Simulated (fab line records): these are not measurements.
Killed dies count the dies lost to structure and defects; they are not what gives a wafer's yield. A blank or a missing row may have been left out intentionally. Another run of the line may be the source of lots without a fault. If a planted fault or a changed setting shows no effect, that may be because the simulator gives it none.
fab line records	flow sky130
record: lots: 6	wafers: 18	last-day: 49
route steps=708 shown FIELD_ISO@7 NWELL@32 DNWELL@35 PWDE@45 PAD_OPEN@708
lots untouched by any fault: they come from a run of this same line in which no faults occurred
start-h: hours from the record's first day to the start of the lot's first wafer shown	wait-h: how many hours have passed since the lot's step before this one	" unchanged from the row above	L1.1+2: a single row standing in for several wafers	- value missing, or start not given	* or withheld: withheld	< > ~ a bound
route shown NAME@n: names a module that has steps shown in the file, with the first one's number in the route	usual: the fault-free wafers' mean and standard deviation	same: alike in all rows	chamber/n: place in a boat	sites: readings site by site	_std_site: how widely they spread, as a standard deviation	_edge_site: outer sites' mean less inner sites'	radius-mm: for every site, how far away it sits from the centre of the wafer	mask NAME#n: copy n	behind: the tool/chamber that last shaped the wafer	hold: why the lot was held/for how many hours/how that ended	device: whichever transistor did not switch (one of n, p or np)	end of line: tests run on the same wafers once the route is complete	a step without rows: its recipe alone	killed: the dies lost at the first sort to structure and to defects; this is not the yield of the wafer	map: a wafer's dies, marking killed ones x, the rest . and places with no die _
set.NAME: setting as actually run; set.NAME@STEP: the setting as run at that earlier step	model.NAME: the simulator's own value behind a step, which no gauge read
lots at selected steps of the route; one table per step, one row per wafer
services: from which hour (start-h, from the record's first day; less than 0 if before it) a tool's chamber was out of use, for how many hours, and why
== steps ==
step: SKY_FIELD_ISO_HMDS_06
recipe: prime-time-s: 60	prime-temp-c: 120
step: SKY_FIELD_ISO_COAT_07
recipe: resist: BARC	temp-c: withheld	time-s: withheld	spin-rpm: 3000	resist-thk-nm: 60
step: SKY_FIELD_ISO_COAT_08
recipe: resist: KrF-thick	spin-rpm: 3000	resist-thk-nm: 450
step: SKY_FIELD_ISO_SOFTBAKE_09
recipe: temp-c: 100	time-s: 90	resist: KrF-thick
step: SKY_FIELD_ISO_EXPOSE_10
recipe: mask-id: FOM	na: 0.68	source-shape: annular	sigma-inner: 0.4	sigma-outer: 0.8	target-cd-nm: 150	dose-mj: 28
step: SKY_FIELD_ISO_PEB_11
recipe: peb-temp-c: withheld	peb-time-s: withheld	resist: KrF-thick
step: SKY_FIELD_ISO_DEVELOP_12
recipe: develop-time-s: 60	resist: KrF-thick	dev-temp-c: 21
step: SKY_FIELD_ISO_CD_MEAS_13
recipe: target-cd-nm: 150
usual: cd-nm: 150.1/1.5
lot.wafer	tool	chamber	start-h	wait-h	cd-nm
L134.2	cd-sem-02	-	29.09	-	152.7
L134.4	"	-	"	"	153.0
L134.6	"	-	"	"	152.2
L141.3	cd-sem-02	-	66.91	-	148.5
L141.4	"	-	"	"	149.3
L141.5	"	-	"	"	148.9
L144.3	cd-sem-01	-	82.62	-	148.3
L144.4	"	-	"	"	147.9
L144.5	"	-	"	"	148.2
L145.2	cd-sem-02	-	85.35	-	150.0
L145.3	"	-	"	"	151.8
L145.4	"	-	"	"	151.2
L146.2	cd-sem-01	-	91.74	-	150.5
L146.3	"	-	"	"	151.5
L146.6	"	-	"	"	150.2
L151.1	cd-sem-01	-	117.67	-	148.2
L151.3	"	-	"	"	149.8
L151.4	"	-	"	"	150.4
step: SKY_FIELD_ISO_ETCH_14
recipe: chemistry: N2/H2	target: BARC	ion-energy-ev: 200	source-w: 500	bias-w: 100	pressure-mtorr: 30	n2-flow-sccm: 100	h2-flow-sccm: 200	stop-on: SiO2	time-s: 45.9	target-depth-a: 600
usual: drypump-motor-current-A: 5.8/0.42	oes-product-au: 0.855/0.0048	throttle-valve-pct: 13.224/0.0085
lot.wafer	tool	chamber	start-h	wait-h	drypump-motor-current-A	oes-product-au	rf-hours-counter-h	throttle-valve-pct
L134.2	rie-diel-01	3	29.19	0.1	5.9	0.850	24	13.225
L134.4	"	0	"	"	6.2	0.861	6	13.202
L134.6	"	2	"	"	5.7	0.861	-	13.224
L141.3	rie-diel-03	0	66.99	0.1	5.7	0.857	11	13.222
L141.4	"	3	"	"	5.8	0.856	5	13.224
L141.5	"	2	"	"	5.4	0.856	-	13.230
L144.3	rie-diel-02	0	82.70	0.1	6.1	0.853	46	13.230
L144.4	"	3	"	"	6.4	0.837	45	13.223
L144.5	"	2	"	"	4.9	0.862	-	13.218
L145.2	rie-diel-03	2	85.45	0.1	5.4	0.851	155	13.214
L145.3	"	1	"	"	5.6	0.850	7	13.236
L145.4	"	0	"	"	5.7	0.854	11	13.222
L146.2	rie-diel-01	3	91.84	0.1	5.9	0.850	25	13.234
L146.3	"	0	"	"	6.2	0.854	7	13.213
L146.6	"	3	"	"	5.9	0.854	-	13.207
L151.1	rie-diel-03	0	117.79	0.1	5.7	0.855	11	13.226
L151.3	"	3	"	"	5.8	0.858	6	13.215
L151.4	"	1	"	"	5.6	0.858	7	13.223
step: SKY_FIELD_ISO_ETCH_15
recipe: chemistry: CHF3/O2	target-depth-nm: 180	stop-on: Si	source-w: 600	bias-w: 200	pressure-mtorr: 40	chf3-flow-sccm: 50	O2_flow_sccm: 5	time-s: 72
usual: drypump-motor-current-A: 5.8/0.42	oes-product-au: 0.951/0.0063	throttle-valve-pct: 8.845/0.009
lot.wafer	tool	chamber	start-h	wait-h	drypump-motor-current-A	oes-product-au	rf-hours-counter-h	throttle-valve-pct
L134.2	rie-diel-01	3	29.23	0.0	6.0	0.953	24	8.850
L134.4	"	0	"	"	6.2	0.955	6	8.844
L134.6	"	2	"	"	5.7	0.953	-	8.857
L141.3	rie-diel-03	0	67.03	0.0	5.6	0.948	11	8.832
L141.4	"	3	"	"	5.8	0.952	5	8.839
L141.5	"	2	"	"	5.4	0.946	-	8.839
L144.3	rie-diel-02	0	82.74	0.0	6.2	0.954	46	8.855
L144.4	"	3	"	"	6.3	0.954	45	8.850
L144.5	"	2	"	"	4.9	0.944	-	8.857
L145.2	rie-diel-03	2	85.49	0.0	5.4	0.950	156	8.832
L145.3	"	1	"	"	5.6	0.959	7	8.843
L145.4	"	0	"	"	5.7	0.955	11	8.859
L146.2	rie-diel-01	3	91.88	0.0	5.9	0.946	25	8.850
L146.3	"	0	"	"	6.2	0.944	7	8.849
L146.6	"	3	"	"	5.9	0.951	-	8.842
L151.1	rie-diel-03	0	117.83	0.0	5.7	0.934	11	8.838
L151.3	"	3	"	"	5.8	0.944	6	8.846
L151.4	"	1	"	"	5.6	0.947	7	8.849
step: SKY_FIELD_ISO_STRIP_16
recipe: chemistry: O2/N2	power-w: 1400	pressure-mtorr: 1500	platen-temp-c: withheld	o2-flow-sccm: 3000	n2-flow-sccm: 300	overash-fraction: 0.5
usual: drypump-motor-current-A: 5.7/0.38	oes-product-au: 0.378/0.0049	strip-time-to-endpoint-s: 3.560/0.029
lot.wafer	tool	chamber	start-h	wait-h	drypump-motor-current-A	oes-product-au	rf-hours-counter-h	strip-time-to-endpoint-s
L134.2	plasma-asher-02	0	29.29	0.0	5.3	0.373	21	3.547
L134.4	"	0	"	"	5.3	0.380	-	3.575
L134.6	"	0	"	"	5.3	0.381	-	3.542
L141.3	plasma-asher-02	1	67.12	0.1	6.2	0.373	-	3.574
L141.4	"	0	"	"	5.3	0.385	-	3.592
L141.5	"	1	"	"	6.1	0.386	-	3.550
L144.3	plasma-asher-03	1	82.83	0.1	5.3	0.379	-	3.591
L144.4	"	0	"	"	6.1	0.380	-	3.554
L144.5	"	0	"	"	6.1	0.372	-	3.558
L145.2	plasma-asher-02	0	85.55	0.0	5.3	0.375	27	3.563
L145.3	"	1	"	"	6.2	0.380	-	3.583
L145.4	"	0	"	"	5.3	0.381	-	3.584
L146.2	plasma-asher-03	1	91.94	0.0	5.3	0.372	41	3.534
L146.3	"	1	"	"	5.3	0.378	-	3.580
L146.6	"	0	"	"	6.1	0.379	-	3.558
L151.1	plasma-asher-04	0	117.89	0.0	5.6	0.377	45	3.584
L151.3	"	0	"	"	5.6	0.378	-	3.550
L151.4	"	1	"	"	6.0	0.388	-	3.619
step: SKY_FIELD_ISO_ETCH_17
recipe: target-depth-a: 3420	mask-material: Si3N4	chemistry: HBr/Cl2/O2	target: Si	taper-deg: 5	icp-w: 600	bias-w: 150	pressure-mtorr: 15	HBr_flow_sccm: 150	Cl2_flow_sccm: 40	O2_flow_sccm: 6	time-s: 97.7
usual: drypump-motor-current-A: 5.8/0.59	oes-product-au: 0.998/0.011	throttle-valve-pct: 25.657/0.012
lot.wafer	tool	chamber	start-h	wait-h	drypump-motor-current-A	oes-product-au	rf-hours-counter-h	throttle-valve-pct
L134.2	rie-si-01	3	29.39	0.1	6.8	1.016	39	25.649
L134.4	"	1	"	"	5.4	0.998	35	25.640
L134.6	"	3	"	"	6.8	1.025	-	25.665
L141.3	rie-si-01	1	67.19	0.0	5.4	1.009	35	25.638
L141.4	"	3	"	"	6.8	1.009	39	25.649
L141.5	"	1	"	"	5.4	1.008	-	25.646
L144.3	rie-si-01	0	82.90	0.0	5.0	0.986	77	25.671
L144.4	"	2	"	"	6.4	1.002	29	25.659
L144.5	"	2	"	"	6.4	0.996	-	25.648
L145.2	rie-si-02	0	85.65	0.1	5.8	1.000	65	25.666
L145.3	"	2	"	"	5.4	0.996	85	25.658
L145.4	"	1	"	"	5.9	0.988	54	25.659
L146.2	rie-si-01	1	92.04	0.1	5.5	0.998	36	25.639
L146.3	"	2	"	"	6.4	0.993	30	25.643
L146.6	"	1	"	"	5.4	0.995	-	25.659
L151.1	rie-si-01	0	117.99	0.1	5.0	0.979	78	25.669
L151.3	"	2	"	"	6.4	0.979	30	25.661
L151.4	"	1	"	"	5.4	0.981	36	25.670
step: SKY_FIELD_ISO_WET_ETCH_18
recipe: chemistry: H3PO4	target-depth-nm: 25	temp-c: 160	target: Si3N4	time-s: 286
lot.wafer	tool	chamber	start-h	wait-h
L134.2+4+6	wet-bench-04	2	29.46	0.0
L141.3+4+5	wet-bench-04	0	67.31	0.1
L144.3+4+5	wet-bench-04	0	83.17	0.2
L145.2+3+4	wet-bench-04	1	85.72	0.0
L146.2+3+6	wet-bench-02	1	92.11	0.0
L151.1+3+4	wet-bench-02	2	118.06	0.0
step: SKY_FIELD_ISO_CLEAN_19
recipe: chemistry: SC1/SC2	mix: 1:4:20	temp-c: 70	time-s: 150
step: SKY_FIELD_ISO_CLEAN_20
recipe: chemistry: dHF	time-s: 20	dilution: 100:1
step: SKY_FIELD_ISO_WET_ETCH_21
recipe: chemistry: dHF	dilution: 100:1	target-depth-nm: 20	dry: ipa-marangoni	target: SiO2	temp-c: 25	time-s: 400
step: SKY_FIELD_ISO_OXIDATION_22
recipe: temp-c: 950	ambient: O2	stabilise-s: 600	purge-s: 300	target-thk-a: 100	ox-time-s: 623
step: SKY_FIELD_ISO_THK_MEAS_23
recipe: reads: SiO2_of_FIELD_ISO_OXIDATION_22
usual: FIELD_ISO_OXIDATION_01_THK: 10.05/0.2
lot.wafer	tool	chamber	start-h	wait-h	FIELD_ISO_OXIDATION_01_THK[nm]
L134.2	film-metro-01	-	34.96	0.0	9.93
L134.4	"	-	"	"	10.11
L134.6	"	-	"	"	9.82
L141.3	film-metro-03	-	69.91	0.0	10.07
L141.4	"	-	"	"	10.04
L141.5	"	-	"	"	10.00
L144.3	film-metro-01	-	86.14	0.0	9.87
L144.4	"	-	"	"	10.12
L144.5	"	-	"	"	9.89
L145.2	film-metro-03	-	88.15	0.0	10.33
L145.3	"	-	"	"	10.17
L145.4	"	-	"	"	10.16
L146.2	film-metro-03	-	96.48	0.0	10.37
L146.3	"	-	"	"	10.34
L146.6	"	-	"	"	10.25
L151.1	film-metro-03	-	119.51	0.0	9.89
L151.3	"	-	"	"	10.14
L151.4	"	-	"	"	10.06
step: SKY_FIELD_ISO_CVD_24
recipe: material: SiO2	target-thk-nm: 595	temp-c: 650	sigma-open-frac: 0.3	time-s: 99.2	sih4-flow-sccm: 60	pressure-mtorr: 6
step: SKY_FIELD_ISO_THK_MEAS_25
recipe: reads: SiO2_of_FIELD_ISO_CVD_24
usual: FIELD_ISO_CVD_24_THK: 593/7
lot.wafer	tool	chamber	start-h	wait-h	FIELD_ISO_CVD_24_THK[nm]
L134.2	film-metro-01	-	35.09	0.0	581
L134.4	"	-	"	"	593
L134.6	"	-	"	"	588
L141.3	film-metro-02	-	70.04	0.1	593
L141.4	"	-	"	"	601
L141.5	"	-	"	"	594
L144.3	film-metro-02	-	86.27	0.1	582
L144.4	"	-	"	"	582
L144.5	"	-	"	"	590
L145.2	film-metro-03	-	88.28	0.0	590
L145.3	"	-	"	"	603
L145.4	"	-	"	"	584
L146.2	film-metro-02	-	96.61	0.0	589
L146.3	"	-	"	"	583
L146.6	"	-	"	"	587
L151.1	film-metro-02	-	119.64	0.0	592
L151.3	"	-	"	"	585
L151.4	"	-	"	"	598
step: SKY_FIELD_ISO_ANNEAL_26
recipe: temp-c: 1000	time-s: 1800	ambient: N2
step: SKY_FIELD_ISO_CMP_27
recipe: stop-on: Si3N4	t-overpolish-s: 15.25	down-force-psi: 4	platen-rpm: 60	target-thk-nm: 457.8	pad-velocity-m-s: 0.94248
usual: motor-current-A: 12.6/1.1	overpolish-run-s: 15.249/0.0092	retaining-ring-pressure-frac: 1.000/0.0049	slurry-filter-dp-kPa: 13.49/0.14	time-to-endpoint-s: 111/4.5
lot.wafer	tool	chamber	start-h	wait-h	motor-current-A	overpolish-run-s	retaining-ring-pressure-frac	slurry-filter-dp-kPa	time-to-endpoint-s
L134.2	cmp-01	2	38.33	0.0	13.6	15.252	1.006	13.49	107
L134.4	"	0	"	"	12.1	15.245	0.997	13.40	111
L134.6	"	2	"	"	13.7	15.249	0.998	13.25	110
L141.4	cmp-01	0	72.99	0.1	11.6	15.250	0.999	13.63	112
L141.3	"	3	"	"	11.7	15.255	1.006	13.40	109
L141.5	"	1	"	"	11.6	15.253	0.998	13.46	105
L144.3	cmp-01	1	89.34	0.2	12.2	15.259	0.993	13.46	103
L144.4	"	3	"	"	11.7	15.263	0.997	13.16	109
L144.5	"	1	"	"	11.3	15.249	1.000	13.44	104
L145.2	cmp-01	3	90.63	0.0	12.1	15.258	0.995	13.24	114
L145.4	"	0	"	"	12.0	15.241	0.997	13.47	116
L145.3	"	2	"	"	14.2	15.240	0.997	13.48	118
L146.3	cmp-01	3	99.79	0.3	11.8	15.263	0.996	13.60	110
L146.2	"	0	"	"	12.2	15.248	1.010	13.43	112
L146.6	"	3	"	"	12.6	15.241	1.001	13.54	108
L151.3	cmp-02	2	121.52	0.0	11.7	15.269	1.000	13.54	107
L151.1	"	0	"	"	14.0	15.253	1.008	13.62	114
L151.4	"	1	"	"	14.3	15.237	1.003	13.66	105
step: SKY_FIELD_ISO_WET_ETCH_28
recipe: chemistry: dHF	target-depth-nm: 23.7	target: SiO2	dilution: 10:1	temp-c: 25	time-s: 47
step: SKY_FIELD_ISO_WET_ETCH_29
recipe: chemistry: H3PO4	target-depth-nm: 160	target: Si3N4	temp-c: 160	time-s: 1825
step: SKY_FIELD_ISO_WET_ETCH_30
recipe: chemistry: dHF	target-depth-nm: 25	target: SiO2	dilution: 10:1	temp-c: 25	time-s: 50
step: SKY_NWELL_CLEAN_00
recipe: chemistry: SC1/SC2	mix: 1:4:20	temp-c: 70	time-s: 150	dry: n2-spin
step: SKY_NWELL_OXIDATION_01
recipe: temp-c: 900	ambient: O2	stabilise-s: 600	purge-s: 300	target-thk-a: 100	ox-time-s: 1418
step: SKY_NWELL_THK_MEAS_02
recipe: reads: SiO2_of_NWELL_OXIDATION_01
usual: NWELL_OXIDATION_THK: 10.06/0.19
lot.wafer	tool	chamber	start-h	wait-h	NWELL_OXIDATION_THK[nm]
L134.2	film-metro-02	-	40.91	0.0	9.80
L134.4	"	-	"	"	9.80
L134.6	"	-	"	"	9.82
L141.3	film-metro-01	-	75.51	0.0	10.21
L141.4	"	-	"	"	10.08
L141.5	"	-	"	"	10.23
L145.2	film-metro-02	-	95.31	0.0	10.02
L145.3	"	-	"	"	10.13
L145.4	"	-	"	"	10.01
L144.3	film-metro-01	-	95.32	0.0	10.32
L144.4	"	-	"	"	10.29
L144.5	"	-	"	"	10.26
L146.2	film-metro-01	-	102.30	0.0	10.32
L146.3	"	-	"	"	10.15
L146.6	"	-	"	"	10.18
L151.1	film-metro-04	-	125.30	0.0	10.26
L151.3	"	-	"	"	10.16
L151.4	"	-	"	"	10.33
step: SKY_DNWELL_DEHYDRATE_00
recipe: temp-c: 200	time-s: 60
step: SKY_DNWELL_HMDS_01
recipe: prime-time-s: 60	prime-temp-c: 120
step: SKY_DNWELL_COAT_02
recipe: spin-rpm: 2000	resist-thk-nm: 3000
step: SKY_DNWELL_SOFTBAKE_03
recipe: temp-c: 110	time-s: withheld
step: SKY_DNWELL_EXPOSE_04
recipe: mask-id: DNM	na: 0.57	target-cd-nm: 3000	dose-mj: 222
step: SKY_DNWELL_PEB_05
recipe: temp-c: 115	time-s: withheld
step: SKY_DNWELL_DEVELOP_06
recipe: wall-angle-deg: 90	developer: TMAH	develop-time-s: 60	dev-temp-c: 23
step: SKY_DNWELL_IMPLANT_07
recipe: species: P	energy-kev: withheld	dose-cm2: withheld	tilt-deg: withheld
step: SKY_DNWELL_STRIP_08
recipe: chemistry: O2/N2	power-w: 1400	pressure-mtorr: 1500	platen-temp-c: withheld	o2-flow-sccm: 3000	n2-flow-sccm: 300	overash-fraction: 0.5
step: SKY_DNWELL_TW_MEAS_09
usual: DNWELL_TW: 1100/5.3
lot.wafer	tool	chamber	start-h	wait-h	DNWELL_TW
L134.2	film-metro-02	-	56.63	0.1	1102
L134.4	"	-	"	"	1108
L134.6	"	-	"	"	1107
L141.3	film-metro-04	-	91.63	0.1	1095
L141.4	"	-	"	"	1096
L141.5	"	-	"	"	1097
L144.3	film-metro-02	-	113.73	0.1	1106
L144.4	"	-	"	"	1107
L144.5	"	-	"	"	1107
L145.2	film-metro-04	-	114.02	0.1	1096
L145.3	"	-	"	"	1095
L145.4	"	-	"	"	1096
L146.2	film-metro-04	-	120.18	0.1	1101
L146.3	"	-	"	"	1104
L146.6	"	-	"	"	1102
L151.1	film-metro-02	-	144.18	0.1	1096
L151.3	"	-	"	"	1098
L151.4	"	-	"	"	1099
step: SKY_PWDE_DEHYDRATE_00
recipe: temp-c: 200	time-s: 60
step: SKY_PWDE_HMDS_01
recipe: prime-time-s: 60	prime-temp-c: 120
step: SKY_PWDE_COAT_02
recipe: spin-rpm: 2000	resist-thk-nm: 3000
step: SKY_PWDE_SOFTBAKE_03
recipe: temp-c: 110	time-s: withheld
step: SKY_PAD_OPEN_PROBE_99
usual: killed_at_M0_to_M3: 42/6.6	killed_at_M4_up: 3.0/1.7	killed-at-contacts: 24/5.3	killed-at-front-end: 15/4.5	killed-at-other: 0.2/0.49	killed-dies: 83/9	killed-open: 45/6.9	killed-short: 38/5.8
same: gross-dies: 492	killed-at-back-side: 0
lot.wafer	tool	chamber	start-h	wait-h	killed_at_M0_to_M3	killed_at_M4_up	killed-at-contacts	killed-at-front-end	killed-at-other	killed-dies	killed-open	killed-short
L145.2	prober-02	-	1151.66	0.1	51	1	18	62	0	132	45	43
L145.3	prober-02	-	1151.71	0.2	47	7	20	49	0	123	51	34
L145.4	prober-02	-	1151.76	0.2	50	1	19	63	0	133	56	31
L144.3	prober-01	-	1153.00	0.2	45	1	19	37	0	102	37	38
L144.4	prober-01	-	1153.05	0.2	30	0	16	48	0	94	41	25
L144.5	prober-01	-	1153.10	0.2	41	1	15	45	1	103	37	37
killed by level:class
L145.2 FIELD_ISO:unspecified=44 VIA1:geometric-particle:open=11 CONTACT:geometric-particle:open=9 METAL1:geometric-particle:short=9 FIELD_ISO:geometric-particle:short=8 VIA3:geometric-particle:open=7 VIA2:geometric-particle:open=5 POLY_GATE:geometric-particle:short=4
L145.3 FIELD_ISO:unspecified=38 VIA1:geometric-particle:open=12 VIA3:geometric-particle:open=8 CONTACT:geometric-particle:open=7 VIA2:geometric-particle:open=6 VIA1:geometric-particle:short=5 POLY_GATE:geometric-particle:open=4 LOCAL_INTERCONNECT:geometric-particle:short=4
L145.4 FIELD_ISO:unspecified=46 VIA1:geometric-particle:open=16 CONTACT:geometric-particle:open=10 VIA2:geometric-particle:open=6 FIELD_ISO:geometric-particle:open=5 POLY_GATE:geometric-particle:short=5 VIA3:geometric-particle:open=4 CONTACT:geometric-particle:short=4
L144.3 FIELD_ISO:unspecified=27 METAL2:geometric-particle:short=13 VIA1:geometric-particle:short=9 LI_CONTACT:geometric-particle:open=7 CONTACT:geometric-particle:open=7 VIA2:geometric-particle:open=6 METAL1:geometric-particle:short=5 VIA1:geometric-particle:open=4
L144.4 FIELD_ISO:unspecified=28 VIA1:geometric-particle:open=9 CONTACT:geometric-particle:open=7 FIELD_ISO:geometric-particle:open=5 VIA2:geometric-particle:open=5 POLY_GATE:geometric-particle:open=4 CONTACT:geometric-particle:short=4 FIELD_ISO:geometric-particle:short=3
L144.5 FIELD_ISO:unspecified=29 VIA3:geometric-particle:open=7 VIA1:geometric-particle:open=6 METAL2:geometric-particle:short=6 FIELD_ISO:geometric-particle:open=5 VIA1:geometric-particle:short=5 VIA2:geometric-particle:open=4 FIELD_ISO:geometric-particle:short=3
map L144.5 (x killed, . not)
__________........x._________
________.......x.....x_______
______......x.x..x......_____
_____........x...x....x..____
____..............x.......___
___...........xx..........x__
__.x......x............x...._
_x..................x...x....
_xxx..x......xx......x..x..x.
_xxxxx.....x.......x...x....x
_xxxxx.............x.......x.
_xxxxx......x.....x.........x
_xxxx..xx....................
_xx.x.....x.x......x.x..x...x
_x.x.......x.............xxx.
__....x.xxx..x.........x...x_
___....x...x....x....x.....__
____x.x....xx.x.....x.....___
_____......x.........xxx.____
______.x......x..x......_____
________..xx.x...xx..._______
__________...x......_________
map L145.4 (x killed, . not)
__________xx.....x.._________
________x....x.x.....x_______
______...x.....xx.x..x.x_____
_____.x....x..xx.........____
____..................x...___
___...x.........x...x......__
__...x.....x.........x......_
_.x.x...x..x..x.x.x....x.....
_..x..x.x..xx.......x..x.....
_..x..........xx........x....
_...x....x..........x.xxx....
_......x..........x........x.
_.........x.xx.xx............
_...x....x..x.xxxxx.x..x.xx..
_........xx.xxxxxxxxx.x......
__.xx...x...xxxxxxx.x......._
___..xx.x..xxxxxxxxxx......__
____...x.....xxxxx.x....x.___
_____x...x.x..xxxx.x...xx____
______..x..x..xxx......._____
________x..x.......x.x_______
__________..x......._________
== services ==
tool	chamber	start-h	hours	kind
rie-diel-03	3	8.98	17.2	repair
rie-diel-02	-	11.44	0.5	repair
cmp-01	-	11.64	15.2	pm
cmp-02	-	11.76	0.7	repair
rie-diel-01	0	15.27	1.3	repair
rie-si-02	-	21.16	15.6	pm
rie-si-01	3	22.42	5.6	repair
rie-diel-01	-	27.28	0.4	repair
rie-diel-01	-	32.18	3.5	repair
cmp-02	-	62.42	4.2	pm
cmp-02	-	66.64	4.0	pm
cmp-01	-	68.35	0.2	repair
cmp-02	-	70.64	-	consumable-replace:conditioner
cmp-02	-	70.73	2.3	repair
rie-si-01	3	87.38	1.5	repair
cmp-02	-	87.53	14.0	pm
rie-diel-01	-	100.71	1.1	repair
cmp-02	-	106.11	2.4	repair
plasma-asher-03	-	108.75	9.0	pm
plasma-asher-03	0	108.75	9.0	vent-cycle
plasma-asher-03	1	108.75	9.0	vent-cycle
plasma-asher-03	-	117.75	14.6	pm
plasma-asher-03	0	117.75	-	clean
plasma-asher-03	1	117.75	-	clean
== key ==
first-sign: step: SKY_PAD_OPEN_PROBE_99	reading: killed-at-front-end	direction: up	sigmas: 7.9	usual: 15	struck: 51
effect: step: SKY_PAD_OPEN_PROBE_99	reading: killed-dies	direction: up	sigmas: 3.4	usual: 83	struck: 114
met-at SKY_FIELD_ISO_WET_ETCH_18
struck-wafers L144.3,L144.4,L144.5,L145.2,L145.3,L145.4
tester-left-out L144,L145
onset-between 67.31 83.17
fault: kind: chamber-particle-source	tool: wet-bench-04	chamber: -	onset-h: 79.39	steps: SKY_FIELD_ISO_WET_ETCH_18	rate-per-visit-cm2: 0.37622	end-h: 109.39
tester-left-out: of these lots the tester's yield and bins aren't shown, on N5 and GAA mostly nor the transistor test; their killed dies are dies lost to structure and defects alone, not to doping, threshold or leakage, so they don't give the yield
